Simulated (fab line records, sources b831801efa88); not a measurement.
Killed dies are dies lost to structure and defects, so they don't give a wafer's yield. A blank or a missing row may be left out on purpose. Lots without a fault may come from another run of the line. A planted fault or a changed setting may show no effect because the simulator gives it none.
fab line records | flow sky130
record lots=12 wafers=36 last_day=50
route steps=708 shown FIELD_ISO@18 VT_ADJUST_LVTN@115 SONOS_TUNNEL@164 METAL1@453 PAD_OPEN@708
lots that met no fault: from a run of the same line without faults
start_h: hours from the record's first day to the start of the lot's first wafer shown | wait_h: hours since the lot's step before | " the same as in the row above | L1.1+2: a row that stands for several wafers | - no value, or no start given | * or withheld: withheld | < > ~ a bound
route shown NAME@n: a module of which the file shows steps, and the number in the route of the first | usual: mean/standard deviation of fault-free wafers | same: alike in all rows | chamber/n: place in a boat | sites: the reading at each site | _std_site: their standard deviation | _edge_site: outer sites' mean less inner sites' | radius_mm: how far each site lies from the wafer's centre | mask NAME#n: copy n | behind: the tool/chamber that last shaped the wafer | hold: why the lot was held/for how many hours/how that ended | device: the transistor (n, p or np) that didn't switch | end of line: the same wafers' tests at the end of the route | a step without rows: its recipe alone | killed: dies lost to structure and defects at the first sort, not the wafer's yield | map: a wafer's dies, x killed, . not, _ none there
set.NAME: the setting as run; set.NAME@STEP: as run at that earlier step | model.NAME: the simulator's own value behind a step, which no gauge read
steps of the route over a sample of lots; a table a step, a row a wafer
services: from which hour (start_h, from the record's first day; less than 0 if before it) a tool's chamber was out of use, for how many hours, and why
## steps
# step SKY_FIELD_ISO_ETCH_17
# recipe target_depth_a=3420 mask_material=Si3N4 chemistry=HBr/Cl2/O2 target=Si taper_deg=5 icp_w=600 bias_w=150 pressure_mtorr=15 HBr_flow_sccm=150 Cl2_flow_sccm=40 O2_flow_sccm=6 time_s=97.7
# usual HBr_flow_sccm=150.0/0.4 O2_flow_sccm=6.003/0.019 drypump_motor_current_A=5.8/0.32 oes_product_au=0.997/0.01 throttle_valve_pct=25.660/0.011
# columns lot.wafer tool chamber start_h wait_h HBr_flow_sccm O2_flow_sccm drypump_motor_current_A oes_product_au rf_hours_counter_h throttle_valve_pct
L741.2 rie_si-01 1 45.87 0.1 149.9 6.010 5.6 0.992 6 25.668
L741.3 " 0 " " 150.4 5.969 5.4 0.982 148 25.660
L741.5 " 2 " " 149.2 6.015 5.4 0.998 - 25.671
L742.1 rie_si-01 1 50.06 0.1 150.2 5.966 5.6 0.981 6 25.678
L742.2 " 0 " " 150.1 5.976 5.4 0.979 148 25.664
L742.6 " 0 " " 150.4 6.019 5.4 0.990 - 25.670
L743.4 rie_si-01 1 60.72 0.0 150.2 6.014 5.6 0.988 6 25.677
L743.5 " 0 " " 149.7 6.015 5.3 0.989 - 25.668
L743.6 " 3 " " 150.2 6.009 6.2 0.990 - 25.666
L744.3 rie_si-02 3 61.86 0.0 149.6 6.006 5.6 1.006 109 25.655
L744.4 " 0 " " 150.0 6.012 5.7 1.011 23 25.651
L744.5 " 3 " " 150.3 5.979 5.6 0.988 - 25.658
L745.1 rie_si-01 2 71.22 0.1 149.8 6.025 5.4 1.015 2 25.638
L745.3 " 1 " " 150.1 6.029 5.6 1.007 6 25.650
L745.6 " 2 " " 149.8 6.048 5.4 1.006 - 25.654
L753.3 rie_si-02 0 107.56 0.0 149.1 5.996 5.7 1.005 23 25.651
L753.4 " 2 " " 150.2 5.985 5.8 0.997 80 25.655
L753.6 " 2 " " 150.4 6.018 5.8 0.990 - 25.674
L754.2 rie_si-02 0 112.27 0.1 150.1 5.981 5.7 1.014 23 25.637
L754.4 " 3 " " 150.7 6.011 5.6 0.999 109 25.666
L754.5 " 0 " " 149.6 6.002 5.7 1.002 - 25.654
L755.1 rie_si-01 3 116.61 0.1 149.9 5.970 6.2 0.998 38 25.639
L755.2 " 2 " " 150.6 5.998 5.4 0.995 3 25.653
L755.3 " 0 " " 149.3 6.029 5.4 1.001 0 25.641
L756.1 rie_si-02 2 122.87 0.1 150.5 5.998 5.8 0.987 80 25.670
L756.2 " 1 " " 150.2 6.007 6.3 0.987 62 25.673
L756.6 " 0 " " 149.5 6.041 5.7 1.005 - 25.658
L757.1 rie_si-02 0 129.31 0.1 149.9 6.013 5.7 1.017 23 25.642
L757.2 " 1 " " 150.2 6.003 6.3 0.985 62 25.655
L757.5 " 3 " " 150.1 6.023 5.5 0.991 - 25.660
L758.2 rie_si-02 2 133.76 0.1 150.0 5.995 5.8 0.990 80 25.660
L758.3 " 1 " " 150.4 6.016 6.3 0.997 62 25.668
L758.6 " 1 " " 150.2 6.008 6.3 0.994 - 25.664
L760.2 rie_si-01 2 143.62 0.1 150.1 5.988 5.4 0.982 3 25.651
L760.4 " 1 " " 150.2 5.993 5.6 0.996 7 25.663
L760.6 " 1 " " 150.8 5.996 5.6 0.989 - 25.637
# step SKY_VT_ADJUST_LVTN_OVL_MEAS_18
# usual VT_ADJUST_LVTN_01_OVL=0.6/1.1
# columns lot.wafer tool chamber start_h wait_h VT_ADJUST_LVTN_01_OVL[nm]
L741.2 overlay-01 - 188.55 0.1 0.1
L741.3 " - " " -0.1
L741.5 " - " " 0.0
L742.1 overlay-02 - 190.44 0.1 0.0
L742.2 " - " " 0.7
L742.6 " - " " 0.3
L743.4 overlay-02 - 198.41 0.1 0.1
L743.5 " - " " 0.1
L743.6 " - " " 1.6
L744.3 overlay-01 - 202.72 0.1 0.7
L744.4 " - " " 0.7
L744.5 " - " " 1.3
L745.1 overlay-02 - 214.39 0.1 0.9
L745.3 " - " " 1.5
L745.6 " - " " 1.5
L753.3 overlay-02 - 260.00 0.1 1.6
L753.4 " - " " 1.5
L753.6 " - " " 0.5
L754.2 overlay-02 - 266.71 0.1 -0.2
L754.4 " - " " -0.9
L754.5 " - " " 1.2
L755.1 overlay-02 - 271.69 0.1 0.2
L755.2 " - " " 1.8
L755.3 " - " " 1.5
L756.1 overlay-02 - 282.14 0.1 0.9
L756.2 " - " " 2.1
L756.6 " - " " 0.4
L757.1 overlay-02 - 287.89 0.1 0.0
L757.2 " - " " 0.5
L757.5 " - " " -0.1
L758.2 overlay-02 - 306.44 0.1 -0.1
L758.3 " - " " 1.3
L758.6 " - " " -0.5
L760.2 overlay-01 - 328.74 0.1 0.8
L760.4 " - " " 1.5
L760.6 " - " " 3.3
# step SKY_SONOS_TUNNEL_WET_ETCH_10
# recipe chemistry=dHF target_depth_nm=14 target=SiO2 dilution=100:1 temp_c=25 time_s=280
# usual bath_heat_duty_pct=6.2/0.95 run_length_s=308/4
# columns lot.wafer tool chamber start_h wait_h bath_heat_duty_pct run_length_s
L741.2 wet_bench-01 0 280.71 0.1 6.2 314
L741.3 " 0 " " 6.1 314
L741.5 " 0 " " 6.9 314
L742.1 wet_bench-01 0 283.21 0.1 6.4 306
L742.2 " 0 " " 6.2 306
L742.6 " 0 " " 7.1 306
L743.4 wet_bench-04 3 292.10 0.1 - -
L743.5 " 3 " " - -
L743.6 " 3 " " - -
L744.3 wet_bench-01 1 297.46 0.1 - -
L744.4 " 1 " " - -
L744.5 " 1 " " - -
L745.1 wet_bench-01 2 312.00 0.1 - -
L745.3 " 2 " " - -
L745.6 " 2 " " - -
L753.3 wet_bench-01 3 365.36 0.1 8.0 307
L753.4 " 3 " " 7.8 307
L753.6 " 3 " " 8.0 307
L754.2 wet_bench-01 2 372.41 0.1 4.2 313
L754.4 " 2 " " 4.7 313
L754.5 " 2 " " 5.5 313
L755.1 wet_bench-01 1 378.46 0.1 6.9 305
L755.2 " 1 " " 6.0 305
L755.3 " 1 " " 7.2 305
L756.1 wet_bench-02 2 390.19 0.1 5.0 314
L756.2 " 2 " " 6.3 314
L756.6 " 2 " " 5.4 314
L757.1 wet_bench-02 3 398.19 0.1 5.9 313
L757.2 " 3 " " 5.3 313
L757.5 " 3 " " 5.8 313
L758.2 wet_bench-02 1 418.85 0.1 6.5 313
L758.3 " 1 " " 7.6 313
L758.6 " 1 " " 7.3 313
L760.2 wet_bench-04 2 445.16 0.1 7.4 315
L760.4 " 2 " " 7.6 315
L760.6 " 2 " " 6.6 315
# step SKY_METAL1_METAL_ETCH_19
# recipe target_depth_a=3600 stop_on=SiO2 over_etch_frac=0.3 time_s=78 chemistry=Cl2/BCl3 resist_sidewall_deg=88 pressure_mtorr=10 icp_w=900 bias_w=48.5 Cl2_flow_sccm=60 bcl3_flow_sccm=30
# usual bcl3_flow_sccm=30.01/0.087 bias_w=48.51/0.13 drypump_motor_current_A=5.7/0.4 oes_product_au=0.854/0.0058 throttle_valve_pct=22.265/0.0094
# columns lot.wafer tool chamber start_h wait_h bcl3_flow_sccm bias_w drypump_motor_current_A oes_product_au rf_hours_counter_h throttle_valve_pct
L742.1 rie_metal-04 1 803.74 0.0 30.15 48.48 6.1 0.856 0 22.267
L742.2 " 0 " " 29.97 48.50 5.9 0.854 9 22.260
L742.6 " 1 " " 29.95 48.66 6.2 0.850 - 22.257
L741.2 rie_metal-02 0 805.29 0.0 30.16 48.48 5.5 0.844 13 22.257
L741.3 " 0 " " 29.96 48.38 5.6 0.846 - 22.256
L741.5 " 1 " " 30.05 48.51 5.6 0.844 - 22.266
L753.3 rie_metal-01 1 882.58 0.1 30.15 48.54 5.9 0.857 - 22.284
L753.4 " 0 " " 29.99 48.60 4.9 0.848 - 22.274
L753.6 " 1 " " 30.08 48.36 5.9 0.864 - 22.261
L754.2 rie_metal-02 0 885.76 0.0 30.06 48.63 5.6 0.854 16 22.249
L754.4 " 0 " " 30.08 48.60 5.6 0.864 - 22.280
L754.5 " 0 " " 30.00 48.66 5.6 0.855 - 22.265
L755.1 rie_metal-02 0 892.04 0.0 29.87 48.56 5.6 0.852 16 22.256
L755.2 " 1 " " 29.93 48.56 5.6 0.865 9 22.267
L755.3 " 0 " " 29.93 48.58 5.5 0.853 - 22.268
L756.1 rie_metal-02 1 896.04 0.0 29.92 48.63 5.6 0.844 9 22.246
L756.2 " 0 " " 29.99 48.54 5.6 0.857 16 22.269
L756.6 " 1 " " 29.90 48.53 5.6 0.849 - 22.267
L757.1 rie_metal-01 1 905.61 0.0 29.89 48.50 5.9 0.845 10 22.271
L757.2 " 0 " " 30.03 48.48 4.9 0.853 10 22.271
L757.5 " 1 " " 29.89 48.62 5.8 0.858 - 22.279
L758.2 rie_metal-04 0 921.26 0.0 30.09 48.62 5.9 0.849 14 22.272
L758.3 " 0 " " 30.05 48.56 5.9 0.852 - 22.263
L758.6 " 1 " " 30.16 48.53 6.2 0.850 - 22.258
L760.2 rie_metal-04 1 939.84 0.0 30.01 48.64 6.2 0.843 6 22.268
L760.4 " 1 " " 30.06 48.29 6.2 0.852 - 22.263
L760.6 " 1 " " 29.92 48.59 6.2 0.844 - 22.267
# step SKY_PAD_OPEN_PROBE_99
# usual killed_at_M0_to_M3=44/7.1 killed_at_M4_up=3.0/1.9 killed_at_contacts=25/5.6 killed_at_front_end=14/4.1 killed_at_other=0.2/0.44 killed_dies=86/9.1 killed_on_rim=17/3.7 killed_open=47/7.4 killed_short=39/5.7
# same gross_dies=492 killed_at_back_side=0
# columns lot.wafer tool chamber start_h wait_h hold killed_at_M0_to_M3 killed_at_M4_up killed_at_contacts killed_at_front_end killed_at_other killed_dies killed_on_rim killed_open killed_short
L742.1 prober-02 - 1101.99 0.1 - 40 4 23 13 0 80 16 52 28
L742.2 prober-02 - 1102.04 0.1 - 37 4 30 18 0 89 18 53 36
L742.6 prober-02 - 1102.24 0.2 - 34 3 24 18 0 79 15 47 32
L741.2 prober-01 - 1102.39 0.1 - 47 0 11 22 0 80 21 40 40
L741.3 prober-01 - 1102.44 0.2 - 42 0 28 16 0 86 17 44 42
L741.5 prober-01 - 1102.54 0.2 - 58 4 21 17 0 100 15 47 53
L743.4 prober-02 - 1103.74 0.2 await_dispo/4.3h/scrap 46 3 23 420 0 492 96 51 33
L743.5 prober-02 - 1103.79 0.2 await_dispo/4.3h/scrap 38 5 21 427 1 492 96 46 34
L743.6 prober-02 - 1103.84 0.2 await_dispo/4.3h/scrap 37 4 20 431 0 492 96 36 44
L744.3 prober-01 - 1109.05 0.2 await_dispo/1.4h/scrap 38 1 25 428 0 492 96 40 41
L744.4 prober-01 - 1109.10 0.2 await_dispo/1.4h/scrap 54 1 15 422 0 492 96 51 36
L744.5 prober-01 - 1109.15 0.2 await_dispo/1.4h/scrap 38 6 21 427 0 492 96 48 39
L745.1 prober-02 - 1119.35 0.1 await_dispo/3.2h/scrap 44 5 23 420 0 492 96 46 36
L745.3 prober-02 - 1119.45 0.2 await_dispo/3.2h/scrap 33 3 22 434 0 492 96 40 31
L745.6 prober-02 - 1119.60 0.2 await_dispo/3.2h/scrap 45 4 21 422 0 492 96 38 38
L753.3 prober-01 - 1164.28 0.2 - 37 1 39 11 0 88 15 49 39
L753.4 prober-01 - 1164.33 0.2 - 44 4 21 12 0 81 15 41 40
L753.6 prober-01 - 1164.43 0.2 - 35 1 22 11 0 69 9 37 32
L754.2 prober-01 - 1165.97 0.1 - 36 1 34 10 0 81 19 51 30
L754.4 prober-01 - 1166.07 0.2 - 39 2 25 13 1 80 17 38 42
L754.5 prober-01 - 1166.12 0.2 - 41 3 24 15 1 84 16 48 36
L755.1 prober-02 - 1169.27 0.1 - 47 4 29 17 0 97 23 46 51
L755.2 prober-02 - 1169.32 0.1 - 56 2 27 7 1 93 23 50 43
L755.3 prober-02 - 1169.37 0.2 - 33 4 35 13 0 85 20 49 36
L756.1 prober-01 - 1170.42 0.1 - 39 3 17 13 0 72 11 38 34
L756.2 prober-01 - 1170.47 0.1 - 41 4 25 11 0 81 11 42 39
L756.6 prober-01 - 1170.67 0.2 - 44 1 18 13 0 76 15 40 36
L757.1 prober-02 - 1174.60 0.1 - 44 2 29 16 0 91 16 54 37
L757.2 prober-02 - 1174.65 0.1 - 44 1 28 21 0 94 19 59 35
L757.5 prober-02 - 1174.80 0.2 - 42 3 16 15 0 76 16 35 41
L758.2 prober-01 - 1184.10 0.1 - 37 5 25 15 1 83 17 46 37
L758.3 prober-01 - 1184.15 0.2 - 57 2 27 14 1 101 18 63 38
L758.6 prober-01 - 1184.30 0.2 - 34 5 38 9 0 86 14 50 36
L760.2 prober-02 - 1204.37 0.1 - 40 2 28 17 0 87 17 38 49
L760.4 prober-02 - 1204.47 0.2 - 32 6 21 20 0 79 15 33 46
L760.6 prober-02 - 1204.57 0.2 - 42 2 28 15 0 87 19 49 38
# killed by level:class
L742.1 CONTACT:geometric_particle:open=11 VIA1:geometric_particle:open=9 VIA3:geometric_particle:open=8 VIA2:geometric_particle:open=5 POLY_GATE:geometric_particle:open=4 VIA3:geometric_particle:short=4 LI_CONTACT:geometric_particle:open=4 CONTACT:geometric_particle:short=4
L742.2 CONTACT:geometric_particle:open=9 VIA1:geometric_particle:open=8 CONTACT:geometric_particle:short=8 VIA2:geometric_particle:open=8 FIELD_ISO:geometric_particle:open=7 VIA3:geometric_particle:open=6 LI_CONTACT:geometric_particle:open=5 POLY_GATE:geometric_particle:short=4
L742.6 CONTACT:geometric_particle:open=12 POLY_GATE:geometric_particle:open=7 VIA1:geometric_particle:open=7 VIA3:geometric_particle:open=6 LOCAL_INTERCONNECT:geometric_particle:short=5 LI_CONTACT:geometric_particle:open=5 FIELD_ISO:geometric_particle:open=4 VIA1:geometric_particle:short=4
L741.2 METAL2:geometric_particle:short=9 VIA3:geometric_particle:open=7 VIA1:geometric_particle:short=6 VIA1:geometric_particle:open=6 VIA2:geometric_particle:open=6 POLY_GATE:geometric_particle:short=4 POLY_GATE:geometric_particle:open=4 CONTACT:geometric_particle:open=4
L741.3 VIA1:geometric_particle:open=12 CONTACT:geometric_particle:open=9 FIELD_ISO:geometric_particle:short=8 LI_CONTACT:geometric_particle:open=8 LOCAL_INTERCONNECT:geometric_particle:short=6 METAL1:geometric_particle:short=6 METAL3:geometric_particle:short=5 POLY_GATE:geometric_particle:open=4
L741.5 VIA1:geometric_particle:open=11 VIA2:geometric_particle:open=10 METAL1:geometric_particle:short=9 METAL2:geometric_particle:short=8 POLY_GATE:geometric_particle:short=7 VIA1:geometric_particle:short=7 LI_CONTACT:geometric_particle:short=5 LOCAL_INTERCONNECT:geometric_particle:short=5
L743.4 SONOS_TUNNEL:area_etch=408 CONTACT:geometric_particle:open=10 VIA3:geometric_particle:open=10 VIA1:geometric_particle:open=10 VIA2:geometric_particle:open=7 LI_CONTACT:geometric_particle:open=6 VIA2:geometric_particle:short=6 FIELD_ISO:geometric_particle:open=4
L743.5 SONOS_TUNNEL:area_etch=412 VIA1:geometric_particle:open=11 VIA2:geometric_particle:open=8 LI_CONTACT:geometric_particle:open=7 LOCAL_INTERCONNECT:geometric_particle:short=5 CONTACT:geometric_particle:open=5 METAL3:geometric_particle:short=5 VIA3:geometric_particle:open=5
L743.6 SONOS_TUNNEL:area_etch=412 CONTACT:geometric_particle:open=7 VIA1:geometric_particle:open=6 VIA2:geometric_particle:open=5 POLY_GATE:geometric_particle:short=5 CONTACT:geometric_particle:short=5 VIA2:geometric_particle:short=5 FIELD_ISO:geometric_particle:open=4
L744.3 SONOS_TUNNEL:area_etch=411 VIA1:geometric_particle:open=13 CONTACT:geometric_particle:short=7 VIA1:geometric_particle:short=7 LI_CONTACT:geometric_particle:open=6 CONTACT:geometric_particle:open=6 VIA3:geometric_particle:short=6 POLY_GATE:geometric_particle:open=5
L744.4 SONOS_TUNNEL:area_etch=405 VIA1:geometric_particle:open=13 METAL2:geometric_particle:short=8 CONTACT:geometric_particle:open=7 VIA2:geometric_particle:open=7 VIA3:geometric_particle:open=6 FIELD_ISO:geometric_particle:open=5 SPACER:geometric_particle:open=5
L744.5 SONOS_TUNNEL:area_etch=405 VIA1:geometric_particle:open=7 POLY_GATE:geometric_particle:open=6 LI_CONTACT:geometric_particle:open=6 VIA2:geometric_particle:open=6 FIELD_ISO:geometric_particle:open=4 POLY_GATE:geometric_particle:short=4 CONTACT:geometric_particle:open=4
L745.1 SONOS_TUNNEL:area_etch=410 VIA1:geometric_particle:open=14 VIA3:geometric_particle:open=8 LI_CONTACT:geometric_particle:open=7 CONTACT:geometric_particle:short=7 VIA2:geometric_particle:open=5 METAL2:geometric_particle:short=5 CONTACT:geometric_particle:open=4
L745.3 SONOS_TUNNEL:area_etch=421 CONTACT:geometric_particle:open=8 VIA2:geometric_particle:open=7 VIA3:geometric_particle:open=7 LI_CONTACT:geometric_particle:open=5 LI_CONTACT:geometric_particle:short=4 METAL2:geometric_particle:short=4 FIELD_ISO:geometric_particle:short=3
L745.6 SONOS_TUNNEL:area_etch=416 VIA1:geometric_particle:open=13 CONTACT:geometric_particle:short=8 METAL2:geometric_particle:short=8 VIA3:geometric_particle:open=7 CONTACT:geometric_particle:open=5 METAL1:geometric_particle:short=5 FIELD_ISO:geometric_particle:open=3
L753.3 CONTACT:geometric_particle:open=16 LI_CONTACT:geometric_particle:open=10 VIA1:geometric_particle:open=9 METAL2:geometric_particle:short=6 CONTACT:geometric_particle:short=5 VIA3:geometric_particle:open=5 FIELD_ISO:geometric_particle:open=4 LOCAL_INTERCONNECT:geometric_particle:short=4
L753.4 CONTACT:geometric_particle:open=8 METAL2:geometric_particle:short=8 METAL1:geometric_particle:short=7 VIA3:geometric_particle:open=6 VIA1:geometric_particle:short=6 VIA3:geometric_particle:short=5 FIELD_ISO:geometric_particle:open=5 VIA2:geometric_particle:open=5
L753.6 VIA1:geometric_particle:open=10 CONTACT:geometric_particle:open=8 VIA2:geometric_particle:open=6 CONTACT:geometric_particle:short=5 FIELD_ISO:geometric_particle:short=4 METAL2:geometric_particle:short=4 VIA2:geometric_particle:short=3 LI_CONTACT:geometric_particle:open=3
L754.2 CONTACT:geometric_particle:open=17 VIA1:geometric_particle:open=9 LI_CONTACT:geometric_particle:open=7 VIA3:geometric_particle:open=6 VIA2:geometric_particle:open=6 CONTACT:geometric_particle:short=5 METAL2:geometric_particle:short=5 POLY_GATE:geometric_particle:short=3
L754.4 LI_CONTACT:geometric_particle:open=9 METAL2:geometric_particle:short=8 VIA2:geometric_particle:open=7 CONTACT:geometric_particle:open=6 METAL1:geometric_particle:short=6 CONTACT:geometric_particle:short=5 FIELD_ISO:geometric_particle:open=4 VIA1:geometric_particle:short=4
L754.5 METAL2:geometric_particle:short=11 CONTACT:geometric_particle:open=10 LI_CONTACT:geometric_particle:open=7 VIA1:geometric_particle:open=7 FIELD_ISO:geometric_particle:open=4 POLY_GATE:geometric_particle:open=4 LI_CONTACT:geometric_particle:short=4 VIA2:geometric_particle:open=4
L755.1 CONTACT:geometric_particle:open=13 METAL1:geometric_particle:short=8 VIA1:geometric_particle:short=7 VIA1:geometric_particle:open=7 METAL2:geometric_particle:short=7 LI_CONTACT:geometric_particle:open=6 FIELD_ISO:geometric_particle:open=5 CONTACT:geometric_particle:short=5
L755.2 VIA1:geometric_particle:open=12 VIA2:geometric_particle:open=11 METAL2:geometric_particle:short=9 CONTACT:geometric_particle:open=9 VIA1:geometric_particle:short=8 LOCAL_INTERCONNECT:geometric_particle:short=6 POLY_GATE:geometric_particle:open=5 CONTACT:geometric_particle:short=5
L755.3 CONTACT:geometric_particle:open=16 CONTACT:geometric_particle:short=10 VIA1:geometric_particle:open=8 POLY_GATE:geometric_particle:open=7 VIA2:geometric_particle:open=5 LI_CONTACT:geometric_particle:open=5 METAL2:geometric_particle:short=5 LOCAL_INTERCONNECT:geometric_particle:short=4
L756.1 CONTACT:geometric_particle:open=9 VIA1:geometric_particle:open=9 METAL1:geometric_particle:short=6 VIA3:geometric_particle:open=6 VIA2:geometric_particle:open=5 POLY_GATE:geometric_particle:short=4 FIELD_ISO:geometric_particle:short=3 CONTACT:geometric_particle:short=3
L756.2 LI_CONTACT:geometric_particle:open=11 METAL1:geometric_particle:short=11 CONTACT:geometric_particle:open=9 VIA1:geometric_particle:open=7 METAL2:geometric_particle:short=6 VIA2:geometric_particle:open=4 METAL3:geometric_particle:short=4 METAL4:geometric_particle:short=4
L756.6 VIA1:geometric_particle:open=8 VIA1:geometric_particle:short=7 CONTACT:geometric_particle:open=6 VIA2:geometric_particle:open=6 METAL2:geometric_particle:short=6 FIELD_ISO:geometric_particle:open=5 LI_CONTACT:geometric_particle:open=5 METAL1:geometric_particle:short=5
L757.1 VIA1:geometric_particle:open=14 CONTACT:geometric_particle:open=10 POLY_GATE:geometric_particle:open=6 VIA1:geometric_particle:short=6 LI_CONTACT:geometric_particle:open=6 CONTACT:geometric_particle:short=5 METAL3:geometric_particle:short=4 LOCAL_INTERCONNECT:geometric_particle:short=4
L757.2 VIA1:geometric_particle:open=10 CONTACT:geometric_particle:open=10 VIA3:geometric_particle:open=9 LI_CONTACT:geometric_particle:open=8 FIELD_ISO:geometric_particle:open=7 POLY_GATE:geometric_particle:open=5 VIA2:geometric_particle:open=5 FIELD_ISO:geometric_particle:short=4
L757.5 VIA1:geometric_particle:open=13 POLY_GATE:geometric_particle:short=6 METAL2:geometric_particle:short=6 LOCAL_INTERCONNECT:geometric_particle:short=6 FIELD_ISO:geometric_particle:short=4 CONTACT:geometric_particle:open=4 VIA2:geometric_particle:open=4 VIA3:geometric_particle:open=4
L758.2 VIA3:geometric_particle:open=9 VIA2:geometric_particle:open=8 LI_CONTACT:geometric_particle:open=7 CONTACT:geometric_particle:open=7 FIELD_ISO:geometric_particle:short=6 VIA1:geometric_particle:short=5 FIELD_ISO:geometric_particle:open=4 LI_CONTACT:geometric_particle:short=4
L758.3 CONTACT:geometric_particle:open=14 VIA1:geometric_particle:open=11 VIA2:geometric_particle:open=11 LI_CONTACT:geometric_particle:open=7 METAL2:geometric_particle:short=6 VIA3:geometric_particle:open=6 VIA3:geometric_particle:short=5 FIELD_ISO:geometric_particle:short=4
L758.6 CONTACT:geometric_particle:open=16 VIA1:geometric_particle:open=12 CONTACT:geometric_particle:short=10 FIELD_ISO:geometric_particle:open=4 LOCAL_INTERCONNECT:geometric_particle:short=4 METAL2:geometric_particle:short=4 VIA2:geometric_particle:open=4 POLY_GATE:geometric_particle:short=3
L760.2 LI_CONTACT:geometric_particle:open=10 METAL1:geometric_particle:short=8 VIA1:geometric_particle:open=7 POLY_GATE:geometric_particle:short=6 VIA1:geometric_particle:short=5 LI_CONTACT:geometric_particle:short=5 CONTACT:geometric_particle:short=5 CONTACT:geometric_particle:open=5
L760.4 CONTACT:geometric_particle:open=8 LI_CONTACT:geometric_particle:open=7 VIA3:geometric_particle:short=6 FIELD_ISO:geometric_particle:short=5 POLY_GATE:geometric_particle:short=5 VIA2:geometric_particle:open=5 METAL1:geometric_particle:short=4 METAL3:geometric_particle:short=4
L760.6 CONTACT:geometric_particle:open=13 VIA2:geometric_particle:open=8 VIA3:geometric_particle:open=7 CONTACT:geometric_particle:short=5 METAL2:geometric_particle:short=5 FIELD_ISO:geometric_particle:open=4 POLY_GATE:geometric_particle:short=4 VIA3:geometric_particle:short=4
## services
# columns tool chamber start_h hours kind
rie_metal-02 - 22.56 1.4 pm
rie_si-01 1 26.37 8.5 repair
rie_si-01 0 29.99 3.3 repair
wet_bench-01 - 41.57 25.2 pm
rie_metal-02 0 71.57 23.9 repair
rie_si-01 1 124.56 9.9 repair
wet_bench-01 - 162.95 10.2 repair
rie_si-01 1 203.48 5.2 repair
rie_si-02 1 205.21 1.1 repair
rie_si-02 1 241.93 5.1 repair
rie_si-01 - 285.09 15.6 pm
rie_si-01 - 348.08 2.8 pm
wet_bench-01 - 399.34 1.9 pm
rie_si-01 1 506.69 2.8 repair
rie_si-02 - 509.26 2.8 pm
rie_si-01 - 559.28 0.1 repair
rie_si-01 1 624.92 3.8 repair
rie_si-02 - 626.25 1.0 repair
rie_si-02 - 721.38 1.2 repair
rie_si-02 - 795.65 0.2 repair
rie_si-02 3 805.11 1.6 repair
rie_si-01 - 830.24 14.6 pm
rie_si-01 1 853.63 11.5 repair
wet_bench-01 - 863.71 0.6 repair
## key
first_sign step=SKY_SONOS_TUNNEL_WET_ETCH_10 reading=tool_record direction=missing
effect step=SKY_PAD_OPEN_PROBE_99 reading=killed_at_front_end direction=up sigmas=99+ usual=14 struck=426
more_kills_born_at SKY_SONOS_TUNNEL_WET_ETCH_10@wet_bench-01=2468 SKY_SONOS_TUNNEL_WET_ETCH_10@wet_bench-04=1232
met_at SKY_SONOS_TUNNEL_WET_ETCH_10
struck_lots L743,L744,L745
later_rows_left_out L743.4,L743.5,L743.6,L744.3,L744.4,L744.5,L745.1,L745.3,L745.6
tester_left_out L743,L744,L745
not_acting_at SKY_FIELD_ISO_ETCH_17,SKY_VT_ADJUST_LVTN_OVL_MEAS_18,SKY_METAL1_METAL_ETCH_19
onset_between 283.21 292.10
fault kind=skipped_step_whole tool=wet_bench-01,wet_bench-04 chamber=- onset_h=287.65 steps=SKY_SONOS_TUNNEL_WET_ETCH_10 scope=struck_lots_only
# tester_left_out: of these lots the tester's yield and bins aren't shown, on N5 and GAA mostly nor the transistor test; their killed dies are dies lost to structure and defects alone, not to doping, threshold or leakage, so they don't give the yield
# later_rows_left_out: the simulator's readings of these wafers behind a module that went badly wrong aren't trusted and aren't shown, but for the sort
